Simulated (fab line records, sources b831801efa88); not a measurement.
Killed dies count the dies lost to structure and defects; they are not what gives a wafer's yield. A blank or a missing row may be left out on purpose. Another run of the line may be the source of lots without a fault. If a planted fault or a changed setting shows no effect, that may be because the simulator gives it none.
fab line records | flow sky130
record: lots: 4 wafers: 10 lastDay: 50
route steps=708 shown VIA3@593 METAL4@598 CAP2M@603 PAD_OPEN@708
lots that met no fault: taken from a fault-free run of the same line
startH: start of the lot's first displayed wafer, in hours after the record's first day | waitH: time in hours since the lot's previous step | " unchanged from the row above | L1.1+2: one row covering several wafers at once | - no value, or no start given | * or withheld: withheld | < > ~ a bound
route shown NAME@n: a module of which the file shows steps, and the number in the route of the first | usual: average and standard deviation across the fault-free wafers | same: alike in all rows | chamber/n: place in a boat | sites: per-site readings | _std_site: the standard deviation of these | _edge_site: mean of outer sites minus mean of inner sites | radiusMm: how far each site lies from the wafer's centre | mask NAME#n: copy n | behind: the last tool/chamber to shape the wafer | hold: why the lot went on hold/how many hours it stayed there/how the hold came to an end | device: transistor that didn't switch, given as n, p or np | end of line: the tests these same wafers got at the end of their route | a step given without rows: its recipe and nothing more | killed: not the wafer's yield, but the dies lost to structure and defects at the first sort | map: a wafer's dies, marking killed ones x, the rest . and places with no die _
set.NAME: the run value of the setting; set.NAME@STEP: its run value at that earlier step | model.NAME: the simulator's own value behind a step, which no gauge read
lots at some steps of the route; a table a step, a row a wafer
services: a tool's chamber out of use, with start hour (startH, from the record's first day; less than 0 if before it), hours out, and reason
== steps ==
step: SKY_VIA3_SPUTTER_20
recipe: material: TiN targetThkNm: 20 chamberPressurePa: 5 powerW: 4000 timeS: 80
step: SKY_VIA3_CVD_21
recipe: material: W targetThkNm: 390 timeS: 117.31 tempC: 400 pressureTorr: 40
step: SKY_VIA3_CMP_24
recipe: stopOn: SiO2 tOverpolishS: 20 downForcePsi: 3.5 platenRpm: 60 targetThkNm: 0 padVelocityMS: 0.94248
step: SKY_METAL4_SPUTTER_00
recipe: material: Ti targetThkNm: 15 powerW: 3000 timeS: 10 chamberPressurePa: 0.4
step: SKY_METAL4_SPUTTER_01
recipe: material: TiN targetThkNm: 20 powerW: 6500 timeS: 16.7 chamberPressurePa: 0.4
step: SKY_METAL4_SPUTTER_02
recipe: material: AlCu targetThkNm: 735 powerW: 10600 timeS: 39.1 chamberPressurePa: 0.4
step: SKY_METAL4_SPUTTER_03
recipe: material: Ti targetThkNm: 5 powerW: 3000 timeS: 3.3 chamberPressurePa: 0.4
step: SKY_METAL4_SPUTTER_04
recipe: material: TiN targetThkNm: 70 powerW: 6500 timeS: 58.3 chamberPressurePa: 0.4
step: SKY_CAP2M_CVD_00
recipe: material: SiO2 targetThkNm: 15.5 tempC: 400 timeS: withheld rfW: 450
step: SKY_CAP2M_SPUTTER_02
recipe: material: TiN targetThkNm: 200 tempC: 300 powerW: 6500 timeS: 166.7 chamberPressurePa: 0.4
usual: cathodeDcPowerW: 6500.1/1.1 chamberPressurePa: 0.4000/0.00086 throttleValvePct: 30.0/1
columns lot.wafer tool chamber startH waitH cathodeDcPowerW chamberPressurePa throttleValvePct model.TiN_of_CAP2M_SPUTTER_02.thkNm
L897.1 pvdSputter-04 - 973.27 0.1 6502.9 0.3993 30.5 200.8
L897.2 " - " " 6500.2 0.4000 29.3 201.4
L897.6 " - " " 6501.4 0.3992 28.4 200.8
L908.5 pvdSputter-04 - 1049.30 0.1 6500.7 0.4006 30.6 182.4
L908.6 " - " " 6501.1 0.3992 28.9 184.3
L910.3 pvdSputter-04 - 1065.29 0.0 6500.9 0.4016 31.9 200.5
L910.6 " - " " 6499.4 0.4009 29.3 181.8
L914.1 pvdSputter-01 - 1083.74 0.1 6499.8 0.3999 29.9 198.6
L914.2 " - " " 6498.9 0.4007 31.3 198.4
L914.3 " - " " 6499.9 0.3992 30.0 200.8
step: SKY_CAP2M_RS_MEAS_03
recipe: thkMeasGauge: four-point-probe reads: TiN_of_CAP2M_SPUTTER_02
usual: CAP2M_TIN_RS: 6.91/0.075
columns lot.wafer tool chamber startH waitH CAP2M_TIN_RS[ohm/sq]
L897.1 filmMetro-02 - 973.38 0.1 6.89
L897.2 " - " " 6.85
L897.6 " - " " 6.89
L908.5 filmMetro-04 - 1049.43 0.1 7.59
L908.6 " - " " 7.52
L910.3 filmMetro-02 - 1065.44 0.1 6.89
L910.6 " - " " 7.63
L914.1 filmMetro-02 - 1083.85 0.1 6.96
L914.2 " - " " 6.97
L914.3 " - " " 6.90
step: SKY_CAP2M_THK_MEAS_04
recipe: thkMeasGauge: xrf reads: TiN_of_CAP2M_SPUTTER_02
usual: CAP2M_TIN_THK: 198.8/2.1
columns lot.wafer tool chamber startH waitH CAP2M_TIN_THK[nm]
L897.1 filmMetro-02 - 973.50 0.1 199.0
L897.2 " - " " 199.9
L897.6 " - " " 199.2
L908.5 filmMetro-04 - 1049.51 0.1 180.8
L908.6 " - " " 184.1
L910.3 filmMetro-02 - 1065.54 0.1 199.1
L910.6 " - " " 179.2
L914.1 filmMetro-02 - 1083.97 0.1 198.6
L914.2 " - " " 198.3
L914.3 " - " " 199.8
step: SKY_CAP2M_DEHYDRATE_05
recipe: tempC: 200 timeS: 60
step: SKY_CAP2M_HMDS_06
recipe: primeTimeS: 60 primeTempC: 120
step: SKY_CAP2M_COAT_07
recipe: resist: NOVOLAK spinRpm: 3000 resistThkNm: 1140
step: SKY_CAP2M_SOFTBAKE_08
recipe: tempC: 90 timeS: 60 resist: NOVOLAK
step: SKY_CAP2M_EXPOSE_09
recipe: maskId: CAP2M na: 0.6 sourceShape: conventional sigmaOuter: 0.6 polarization: unpolarized targetCdNm: 1000 doseMj: 159
step: SKY_CAP2M_PEB_10
recipe: tempC: withheld timeS: * resist: NOVOLAK
step: SKY_CAP2M_DEVELOP_11
recipe: resist: NOVOLAK developer: TMAH developTimeS: 60 devTempC: 23
step: SKY_CAP2M_METAL_ETCH_13
recipe: targetDepthNm: 220 stopOn: SiO2 chemistry: Cl2/BCl3 target: TiN pressureMtorr: 10 icpW: 900 biasW: 48.5 Cl2_flow_sccm: 60 bcl3FlowSccm: 30 timeS: 62.9
usual: drypumpMotorCurrentA: 6.2/0.41 heBacksideLeakSccm: 3.46/0.28 oesProductAu: 0.941/0.0073 rfFwdPowerW: 893.6/2.6 throttleValvePct: 21.903/0.0093
columns lot.wafer tool chamber startH waitH drypumpMotorCurrentA heBacksideLeakSccm oesProductAu rfFwdPowerW rfHoursCounterH throttleValvePct
L897.1 rieMetal-03 1 996.92 0.0 6.1 3.33 0.946 893.0 14 21.889
L897.2 " 0 " " 5.4 3.53 0.944 889.9 4 21.894
L897.6 " 1 " " 6.1 3.19 0.942 897.3 - 21.895
L908.5 rieMetal-02 0 1070.31 0.1 6.0 3.33 0.892 895.9 - 21.920
L908.6 " 0 " " 6.0 3.33 0.897 890.6 - 21.917
L910.3 rieMetal-04 1 1086.14 0.0 6.8 3.41 0.945 891.1 - 21.904
L910.6 " 0 " " 6.4 3.38 0.894 894.8 - 21.941
L914.1 rieMetal-02 1 1105.05 0.0 6.7 3.55 0.940 897.4 22 21.929
L914.2 " 0 " " 6.0 3.22 0.936 891.4 10 21.896
L914.3 " 0 " " 6.0 3.42 0.948 889.3 - 21.900
step: SKY_CAP2M_STRIP_14
recipe: chemistry: O2/N2 powerW: 1400 pressureMtorr: 1500 platenTempC: withheld o2FlowSccm: 3000 n2FlowSccm: 300 overashFraction: 0.5
step: SKY_CAP2M_STRIP_15
recipe: chemistry: postEtchResidueRemover timeS: 1200 tempC: 72.5
step: SKY_CAP2M_CLEAN_16
recipe: chemistry: IPA timeS: 180 tempC: 25
step: SKY_CAP2M_CLEAN_17
recipe: chemistry: O3/DIW dry: n2Spin
step: SKY_METAL4_DEHYDRATE_05
recipe: tempC: 200 timeS: 60
step: SKY_METAL4_HMDS_06
recipe: primeTimeS: 60 primeTempC: 120
step: SKY_METAL4_COAT_07
recipe: resist: BARC tempC: withheld timeS: withheld spinRpm: 3000 resistThkNm: 60
step: SKY_METAL4_COAT_08
recipe: resist: KrF-thick spinRpm: 3000 resistThkNm: 1140
step: SKY_METAL4_SOFTBAKE_09
recipe: tempC: 100 timeS: 90 resist: KrF-thick
step: SKY_METAL4_EXPOSE_10
recipe: maskId: MM4 na: 0.68 sourceShape: annular sigmaInner: 0.4 sigmaOuter: 0.8 targetCdNm: 300 doseMj: 28
step: SKY_METAL4_PEB_11
recipe: pebTempC: withheld pebTimeS: withheld resist: KrF-thick
step: SKY_METAL4_DEVELOP_12
recipe: developTimeS: 60 resist: KrF-thick devTempC: 21
step: SKY_METAL4_DESCUM_15
recipe: chemistry: O2 sourcePowerW: 150 biasPowerW: 0 pressureMtorr: 10 tempC: 40 timeS: 8
step: SKY_METAL4_ETCH_16
recipe: chemistry: N2/H2 target: BARC ionEnergyEv: 200 biasW: 100 pressureMtorr: 30 n2FlowSccm: 100 h2FlowSccm: 200 icpW: 500 stopOn: SiO2 timeS: 88.2 targetDepthA: 600
step: SKY_METAL4_ETCH_17
recipe: target: SiO2 stopOn: TiN chemistry: C4F8/O2/Ar sourceW: 1500 biasW: 1200 pressureMtorr: 40 c4f8FlowSccm: withheld O2_flow_sccm: 6 Ar_flow_sccm: 300 timeS: 3.9 targetDepthA: 150
step: SKY_METAL4_METAL_ETCH_18
recipe: targetDepthA: 8450 stopOn: SiO2 overEtchFrac: 0.3 timeS: 183.1 chemistry: Cl2/BCl3 resistSidewallDeg: 88 pressureMtorr: 10 icpW: 900 biasW: 48.5 Cl2_flow_sccm: 60 bcl3FlowSccm: 30
step: SKY_METAL4_STRIP_20
recipe: chemistry: postEtchResidueRemover timeS: 1200 tempC: 72.5
usual: bathHeatDutyPct: 14.4/1.7
columns lot.wafer tool chamber startH waitH bathHeatDutyPct model.TiN_of_CAP2M_SPUTTER_02.thkNm
L897.1 wetBench-03 0 1021.51 0.1 15.3 200
L897.2 " 0 " " 15.2 200.6
L897.6 " 0 " " 16.7 199.9
L908.5 wetBench-02 2 1092.26 0.0 15.8 181.6
L908.6 " 2 " " 15.1 183.5
L910.3 wetBench-03 0 1107.85 0.0 16.8 199.7
L910.6 " 0 " " 15.6 181
L914.1 wetBench-04 3 1126.21 0.1 15.1 197.8
L914.2 " 3 " " 14.2 197.5
L914.3 " 3 " " 14.1 199.9
step: SKY_PAD_OPEN_PROBE_99
usual: defectLimitedYield: 82.4/1.9 killed_at_M0_to_M3: 44/7.5 killed_at_M4_up: 3.2/1.9 killedAtContacts: 23/4.7 killedAtFrontEnd: 15/4.7 killedAtOther: 0.4/0.66 killedDies: 87/9.3 killedOpen: 47/7.2 killedShort: 39/6.5 sort_bin_3_pad_short: 0.8/0.39 sort_bin_5_function: 10.5/1.4 sort_bin_6_memory: 6.3/1.2 sortNPass: 405/9.3 sortYieldPct: 82.4/1.9
same: grossDies: 492 killedAtBackSide: 0 sort_bin_4_leakage[%]: 0 sort_bin_8_speed[%]: 0
columns lot.wafer tool chamber startH waitH defectLimitedYield[%] killed_at_M0_to_M3 killed_at_M4_up killedAtContacts killedAtFrontEnd killedAtOther killedDies killedOpen killedShort sort_bin_3_pad_short[%] sort_bin_5_function[%] sort_bin_6_memory[%] sortNPass sortYieldPct[%] model.etest.capMim2.plateOhmSq
L897.1 prober-02 - 1112.09 0.1 86.6 34 0 21 11 0 66 43 23 0.2 7.9 5.3 426 86.6 5.978
L897.2 prober-02 - 1112.14 0.1 83.5 45 2 25 9 0 81 41 40 0.4 10.2 5.9 411 83.5 5.913
L897.6 prober-02 - 1112.34 0.2 82.5 43 5 26 12 0 86 44 42 0.8 10.4 6.3 406 82.5 5.943
L908.5 prober-02 - 1173.68 0.2 81.9 42 2 27 18 0 89 56 32 0.6 10.0 7.5 403 81.9 6.632
L908.6 prober-02 - 1173.73 0.2 82.7 36 2 28 18 1 85 43 40 0.8 10.6 5.9 407 82.7 6.579
L910.3 prober-01 - 1185.49 0.2 79.3 53 2 31 16 0 102 56 45 1.0 13.2 6.5 390 79.3 6.049
L910.6 prober-01 - 1185.64 0.2 82.1 34 3 24 27 0 88 49 39 0.6 11.8 5.5 404 82.1 6.572
L914.1 prober-02 - 1199.69 0.1 84.3 38 5 22 12 0 77 31 46 0.2 8.5 6.9 415 84.3 6.012
L914.2 prober-02 - 1199.74 0.1 82.5 43 0 27 16 0 86 44 38 0.8 8.9 7.7 406 82.5 6.052
L914.3 prober-02 - 1199.79 0.2 85.4 29 2 25 16 0 72 36 36 0.8 8.9 4.9 420 85.4 5.99
killed by level:class
L897.1 VIA1:geometricParticle:open=10 CONTACT:geometricParticle:open=9 LI_CONTACT:geometricParticle:open=7 POLY_GATE:geometricParticle:open=5 VIA3:geometricParticle:open=5 VIA2:geometricParticle:open=5 POLY_GATE:geometricParticle:short=4 LOCAL_INTERCONNECT:geometricParticle:short=3
L897.2 VIA1:geometricParticle:open=15 CONTACT:geometricParticle:short=8 CONTACT:geometricParticle:open=8 VIA1:geometricParticle:short=7 METAL3:geometricParticle:short=6 METAL1:geometricParticle:short=4 METAL2:geometricParticle:short=4 VIA2:geometricParticle:open=4
L897.6 VIA1:geometricParticle:open=15 LI_CONTACT:geometricParticle:open=9 CONTACT:geometricParticle:open=8 VIA1:geometricParticle:short=6 METAL2:geometricParticle:short=6 VIA2:geometricParticle:open=5 CONTACT:geometricParticle:short=4 METAL4:geometricParticle:short=4
L908.5 CONTACT:geometricParticle:open=16 VIA3:geometricParticle:open=8 VIA1:geometricParticle:open=8 LI_CONTACT:geometricParticle:open=7 METAL1:geometricParticle:short=7 POLY_GATE:geometricParticle:short=5 VIA1:geometricParticle:short=5 FIELD_ISO:geometricParticle:open=4
L908.6 VIA1:geometricParticle:open=10 CONTACT:geometricParticle:open=8 FIELD_ISO:geometricParticle:open=7 LOCAL_INTERCONNECT:geometricParticle:short=7 VIA3:geometricParticle:open=7 LI_CONTACT:geometricParticle:open=6 FIELD_ISO:geometricParticle:short=5 VIA1:geometricParticle:short=5
L910.3 VIA1:geometricParticle:open=13 LOCAL_INTERCONNECT:geometricParticle:short=9 VIA2:geometricParticle:open=9 LI_CONTACT:geometricParticle:open=8 CONTACT:geometricParticle:open=8 VIA1:geometricParticle:short=7 VIA2:geometricParticle:short=6 FIELD_ISO:geometricParticle:short=5
L910.6 LI_CONTACT:geometricParticle:open=10 POLY_GATE:geometricParticle:open=9 VIA1:geometricParticle:open=9 FIELD_ISO:geometricParticle:short=6 FIELD_ISO:geometricParticle:open=6 CONTACT:geometricParticle:open=6 METAL1:geometricParticle:short=5 METAL2:geometricParticle:short=5
L914.1 METAL2:geometricParticle:short=10 LOCAL_INTERCONNECT:geometricParticle:short=6 CONTACT:geometricParticle:open=6 METAL1:geometricParticle:short=5 VIA3:geometricParticle:short=5 VIA3:geometricParticle:open=5 FIELD_ISO:geometricParticle:open=4 LI_CONTACT:geometricParticle:open=4
L914.2 FIELD_ISO:geometricParticle:short=9 CONTACT:geometricParticle:open=9 VIA1:geometricParticle:open=9 METAL2:geometricParticle:short=9 VIA3:geometricParticle:open=7 LI_CONTACT:geometricParticle:open=6 FIELD_ISO:geometricParticle:open=4 LI_CONTACT:geometricParticle:short=4
L914.3 VIA1:geometricParticle:open=8 LI_CONTACT:geometricParticle:open=6 VIA3:geometricParticle:open=6 LOCAL_INTERCONNECT:geometricParticle:short=6 CONTACT:geometricParticle:open=6 METAL2:geometricParticle:short=6 POLY_GATE:geometricParticle:short=5 POLY_GATE:geometricParticle:open=4
== services ==
columns tool chamber startH hours kind
wetBench-02 - 961.60 2.0 repair
pvdSputter-04 - 967.10 2.8 repair
rieMetal-04 - 984.40 0.2 repair
rieMetal-04 - 1001.93 2.8 pm
pvdSputter-01 - 1003.60 7.8 repair
pvdSputter-01 - 1009.42 1.0 repair
rieMetal-04 - 1010.97 14.6 pm
rieMetal-02 1 1069.52 7.4 repair
rieMetal-03 - 1069.58 1.2 repair
rieMetal-02 - 1103.29 1.7 repair
wetBench-04 - 1104.90 1.9 pm
rieMetal-03 - 1106.00 1.9 repair
== key ==
firstSign: step: SKY_CAP2M_RS_MEAS_03 reading: CAP2M_TIN_RS direction: up sigmas: 8.9 usual: 6.91 struck: 7.58
effect: step: SKY_CAP2M_THK_MEAS_04 reading: CAP2M_TIN_THK direction: down sigmas: 8.2 usual: 198.8 struck: 181.4
effect: step: SKY_CAP2M_METAL_ETCH_13 reading: oesProductAu direction: down sigmas: 6.3 usual: 0.941 struck: 0.894
modelEffect: step: SKY_CAP2M_SPUTTER_02 value: TiN_of_CAP2M_SPUTTER_02.thkNm without: 201.1 struck: 182.9
modelEffect: step: SKY_METAL4_STRIP_20 value: TiN_of_CAP2M_SPUTTER_02.thkNm without: 200.2 struck: 182
modelEffect: step: SKY_PAD_OPEN_PROBE_99 value: etest.capMim2.plateOhmSq without: 5.997 struck: 6.595
metAt SKY_CAP2M_SPUTTER_02
struckWafers L908.5,L908.6,L910.6
onsetBetween 973.27 1049.30
fault: kind: processParameterDrift tool: pvdSputter-04 chamber: - onsetH: 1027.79 steps: SKY_CAP2M_SPUTTER_02 channel: timeS offset: * shape: step endH: 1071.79 scope: struckWafersOnly actsIn: * stated: *
